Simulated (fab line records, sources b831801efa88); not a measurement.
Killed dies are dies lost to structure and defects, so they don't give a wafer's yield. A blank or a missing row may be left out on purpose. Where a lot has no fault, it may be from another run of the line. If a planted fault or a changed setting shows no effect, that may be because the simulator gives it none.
fab line records | flow gf180mcu | part 2 of 2: steps 29 to 39 of 39
[record] lots = 5 wafers = 15 last_day = 33
route steps=602 shown MVPSD@82 VT_IMPLANT@90
lots untouched by any fault: they come from a run of this same line in which no faults occurred
start_h: the number of hours between the record's first day and the start of the first shown wafer of the lot | wait_h: how many hours have passed since the lot's step before this one | " unchanged from the row above | L1.1+2: a row that stands for several wafers | - no value, or no start was given | * or withheld: withheld | < > ~ a bound
route shown NAME@n: NAME is a module with steps in the file, n the number in the route of the first one | usual: mean/standard deviation of fault-free wafers | same: alike in all rows | chamber/n: place in a boat | sites: each site's reading | _std_site: how widely they spread, as a standard deviation | _edge_site: inner sites' mean taken away from outer sites' mean | radius_mm: how far each site lies from the wafer's centre | mask NAME#n: copy n | behind: the last tool/chamber to shape the wafer | hold: why the lot went on hold/how many hours it stayed there/how the hold came to an end | device: the transistor (n, p or np) that didn't switch | end of line: tests run on the same wafers once the route is complete | a step given without rows: its recipe and nothing more | killed: count of dies lost to structure and defects at first sort (not the wafer's yield) | map: shows each die of a wafer: x if killed, . if not, _ if none is there
set.NAME: the setting as run; set.NAME@STEP: as run at that earlier step | model.NAME: the simulator's own value behind a step, which no gauge read
lots seen at some steps along the route; tables by step, rows by wafer
services: a tool's chamber out of use, with start hour (start_h, from the record's first day; less than 0 if before it), hours out, and reason
[[steps]]
[step GF_VT_IMPLANT_STRIP_20]
[recipe] chemistry = O2/N2 power_w = 1400 pressure_mtorr = 1500 platen_temp_c = 250 o2_flow_sccm = 3000 n2_flow_sccm = 300 overash_fraction = 0.5
[usual] drypump_motor_current_A = 6.43/0.2 heater_power_w = 360/21 oes_product_au = 0.716/0.0044 strip_time_to_endpoint_s = 12.65/0.038
// columns lot.wafer tool chamber start_h wait_h drypump_motor_current_A heater_power_w oes_product_au rf_hours_counter_h strip_time_to_endpoint_s
L078.4 plasma_asher-04 1 150.41 0.1 6.29 391 0.715 - 12.61
L078.5 " 1 " " 6.33 379 0.719 - 12.58
L078.6 " 0 " " 6.31 350 0.716 - 12.59
L081.4 plasma_asher-01 0 171.51 0.1 6.52 360 0.715 - 12.67
L081.5 " 0 " " 6.53 357 0.719 - 12.60
L081.6 " 1 " " 6.50 385 0.715 - 12.66
L088.1 plasma_asher-01 1 214.93 0.1 6.55 369 0.715 57 12.64
L088.3 " 1 " " 6.55 375 0.713 - 12.59
L088.6 " 0 " " 6.55 354 0.719 - 12.62
L090.2 plasma_asher-02 0 227.18 0.1 6.06 323 0.719 57 12.74
L090.3 " 1 " " 6.63 372 0.717 - 12.65
L090.5 " 1 " " 6.66 370 0.715 - 12.70
L092.1 plasma_asher-04 0 239.53 0.1 6.23 364 0.717 45 12.61
L092.3 " 1 " " 6.32 386 0.718 - 12.61
L092.4 " 0 " " 6.30 360 0.709 - 12.65
[step GF_VT_IMPLANT_TW_MEAS_21]
[usual] VT_IMPLANT_2_TW = 1209/7.9
// columns lot.wafer tool chamber start_h wait_h VT_IMPLANT_2_TW
L078.4 film_metro-04 - 150.51 0.1 1198
L078.5 " - " " 1207
L078.6 " - " " 1203
L081.4 film_metro-01 - 171.61 0.1 1213
L081.5 " - " " 1204
L081.6 " - " " 1208
L088.1 film_metro-04 - 215.03 0.1 1205
L088.3 " - " " 1209
L088.6 " - " " 1209
L090.2 film_metro-04 - 227.29 0.1 1206
L090.3 " - " " 1211
L090.5 " - " " 1203
L092.1 film_metro-01 - 239.63 0.1 1206
L092.3 " - " " 1205
L092.4 " - " " 1203
[step GF_VT_IMPLANT_DEHYDRATE_22]
[recipe] temp_c = 200 time_s = 60
[usual] exhaust_pa = 45.2/0.9
// columns lot.wafer tool chamber start_h wait_h exhaust_pa
L078.4 litho_track-02 0 158.12 7.6 45.4
L078.5 " 0 " " 45.5
L078.6 " 0 " " 45.9
L081.4 litho_track-04 0 179.12 7.5 48.3
L081.5 " 0 " " 46.3
L081.6 " 0 " " 44.9
L088.1 litho_track-04 0 222.84 7.8 46.1
L088.3 " 0 " " 45.2
L088.6 " 0 " " 44.3
L090.2 litho_track-02 0 235.61 8.3 46.5
L090.3 " 0 " " 45.4
L090.5 " 0 " " 45.0
L092.1 litho_track-01 0 248.29 8.7 43.5
L092.3 " 0 " " 43.7
L092.4 " 0 " " 45.1
[step GF_VT_IMPLANT_HMDS_23]
[recipe] prime_time_s = 60 prime_temp_c = 120
[usual] exhaust_pa = 45.1/0.9
[same] prime_time_s = 60
// columns lot.wafer tool chamber start_h wait_h exhaust_pa
L078.4 litho_track-02 0 158.27 0.1 43.5
L078.5 " 0 " " 44.0
L078.6 " 0 " " 45.5
L081.4 litho_track-04 0 179.27 0.1 44.4
L081.5 " 0 " " 45.1
L081.6 " 0 " " 45.7
L088.1 litho_track-04 0 222.99 0.1 44.6
L088.3 " 0 " " 44.6
L088.6 " 0 " " 44.2
L090.2 litho_track-02 0 235.76 0.1 43.9
L090.3 " 0 " " 44.6
L090.5 " 0 " " 44.9
L092.1 litho_track-01 0 248.44 0.1 43.4
L092.3 " 0 " " 44.4
L092.4 " 0 " " 43.8
[step GF_VT_IMPLANT_COAT_24]
[recipe] resist = NOVOLAK spin_rpm = 3000 resist_thk_nm = 1000
[usual] exhaust_pa = 45.1/0.91
// columns lot.wafer tool chamber start_h wait_h exhaust_pa
L078.4 litho_track-02 0 158.42 0.1 45.6
L078.5 " 0 " " 45.3
L078.6 " 0 " " 45.7
L081.4 litho_track-04 0 179.42 0.1 44.4
L081.5 " 0 " " 45.6
L081.6 " 0 " " 45.4
L088.1 litho_track-04 0 223.14 0.1 45.1
L088.3 " 0 " " 43.9
L088.6 " 0 " " 43.8
L090.2 litho_track-02 0 235.91 0.1 45.7
L090.3 " 0 " " 45.9
L090.5 " 0 " " 43.2
L092.1 litho_track-01 0 248.59 0.1 43.7
L092.3 " 0 " " 44.7
L092.4 " 0 " " 45.5
[step GF_VT_IMPLANT_SOFTBAKE_25]
[recipe] temp_c = 90 time_s = 60 resist = NOVOLAK
[usual] exhaust_pa = 44.9/0.84
// columns lot.wafer tool chamber start_h wait_h exhaust_pa
L078.4 litho_track-02 0 158.57 0.1 43.8
L078.5 " 0 " " 45.5
L078.6 " 0 " " 44.9
L081.4 litho_track-04 0 179.57 0.1 45.6
L081.5 " 0 " " 43.7
L081.6 " 0 " " 44.9
L088.1 litho_track-04 0 223.29 0.1 45.4
L088.3 " 0 " " 45.5
L088.6 " 0 " " 45.6
L090.2 litho_track-02 0 236.06 0.1 45.7
L090.3 " 0 " " 45.1
L090.5 " 0 " " 44.0
L092.1 litho_track-01 0 248.74 0.1 43.9
L092.3 " 0 " " 44.1
L092.4 " 0 " " 45.4
[step GF_VT_IMPLANT_EXPOSE_26]
[recipe] mask_id = LVPWELL_HV_AREA target_cd_nm = 860 na = 0.6 source_shape = conventional sigma_outer = 0.6 dose_mj = 140
// columns lot.wafer tool chamber start_h wait_h mask
L078.4+5+6 iline_stepper-02 0 - - LVPWELL_HV_AREA#0
L081.4+5+6 iline_stepper-02 0 - - LVPWELL_HV_AREA#0
L088.1+3+6 iline_stepper-02 0 - - LVPWELL_HV_AREA#0
L090.2+3+5 iline_stepper-01 0 - - LVPWELL_HV_AREA#0
L092.1+3+4 iline_stepper-01 0 - - LVPWELL_HV_AREA#0
[step GF_VT_IMPLANT_PEB_27]
[recipe] temp_c = withheld time_s = * resist = NOVOLAK
[usual] exhaust_pa = 45.0/0.88
// columns lot.wafer tool chamber start_h wait_h exhaust_pa
L078.4 litho_track-02 0 - - 44.5
L078.5 " 0 " " 44.3
L078.6 " 0 " " 43.7
L081.4 litho_track-02 0 - - 45.0
L081.5 " 0 " " 45.4
L081.6 " 0 " " 45.1
L088.1 litho_track-04 0 - - 46.0
L088.3 " 0 " " 45.6
L088.6 " 0 " " 45.8
L090.2 litho_track-04 0 - - 45.8
L090.3 " 0 " " 44.3
L090.5 " 0 " " 44.7
L092.1 litho_track-02 0 - - 45.4
L092.3 " 0 " " 43.3
L092.4 " 0 " " 45.5
[step GF_VT_IMPLANT_DEVELOP_28]
[recipe] develop_time_s = 60 dev_temp_c = 23
[usual] exhaust_pa = 45.1/0.97
// columns lot.wafer tool chamber start_h wait_h exhaust_pa
L078.4 litho_track-02 0 166.67 0.1 44.1
L078.5 " 0 " " 43.9
L078.6 " 0 " " 45.7
L081.4 litho_track-02 0 187.42 0.1 46.3
L081.5 " 0 " " 46.5
L081.6 " 0 " " 46.8
L088.1 litho_track-04 0 232.59 0.1 46.7
L088.3 " 0 " " 45.9
L088.6 " 0 " " 46.7
L090.2 litho_track-04 0 245.42 0.1 44.6
L090.3 " 0 " " 44.1
L090.5 " 0 " " 44.1
L092.1 litho_track-02 0 257.04 0.1 44.8
L092.3 " 0 " " 44.7
L092.4 " 0 " " 43.7
[step GF_VT_IMPLANT_OVL_MEAS_29]
[usual] VT_IMPLANT_02_OVL = 0.2/1.2
// columns lot.wafer tool chamber start_h wait_h VT_IMPLANT_02_OVL[nm]
L078.4 overlay-01 - 166.76 0.1 -1.3
L078.5 " - " " 1.0
L078.6 " - " " -1.1
L081.4 overlay-02 - 187.51 0.1 -0.7
L081.5 " - " " -0.3
L081.6 " - " " 1.5
L088.1 overlay-01 - 232.74 0.1 0.9
L088.3 " - " " 0.9
L088.6 " - " " -1.8
L090.2 overlay-02 - 245.55 0.1 0.2
L090.3 " - " " -0.8
L090.5 " - " " 0.8
L092.1 overlay-01 - 257.19 0.1 -0.3
L092.3 " - " " 1.1
L092.4 " - " " 0.2
[step GF_VT_IMPLANT_IMPLANT_30]
[recipe] species = B energy_kev = 25 dose_cm2 = 2.534e+12 tilt_deg = 7
// columns lot.wafer tool chamber start_h wait_h
L078.4+5+6 implanter-01 0 166.85 0.1
L081.4+5+6 implanter-01 0 187.60 0.1
L088.1+3+6 implanter-03 0 232.78 0.0
L090.2+3+5 implanter-03 0 245.60 0.0
L092.1+3+4 implanter-02 0 257.23 0.0
[[services]]
// columns tool chamber start_h hours kind
plasma_asher-01 - 89.10 3.2 repair
plasma_asher-02 - 102.82 3.9 repair
plasma_asher-03 - 108.75 9.0 pm
plasma_asher-03 0 108.75 9.0 vent_cycle
plasma_asher-03 1 108.75 9.0 vent_cycle
implanter-03 - 109.31 2.7 repair
implanter-01 - 115.80 3.1 repair
iline_stepper-01 0 123.48 - calibration
iline_stepper-01 - 136.87 3.0 repair
plasma_asher-01 - 140.39 2.7 repair
implanter-04 - 146.15 2.2 pm
implanter-02 - 146.50 22.5 pm
implanter-01 - 146.58 1.1 repair
plasma_asher-03 - 166.68 1.1 repair
plasma_asher-04 - 179.33 2.8 pm
implanter-02 - 189.51 6.5 repair
iline_stepper-02 0 194.45 - calibration
iline_stepper-01 - 206.71 1.7 pm
implanter-04 - 209.02 1.3 repair
implanter-04 - 224.56 3.3 repair
iline_stepper-02 - 228.06 2.1 pm
plasma_asher-01 - 228.96 2.2 repair
iline_stepper-02 - 230.14 - consumable_replace:lamp
implanter-03 - 255.84 2.6 repair
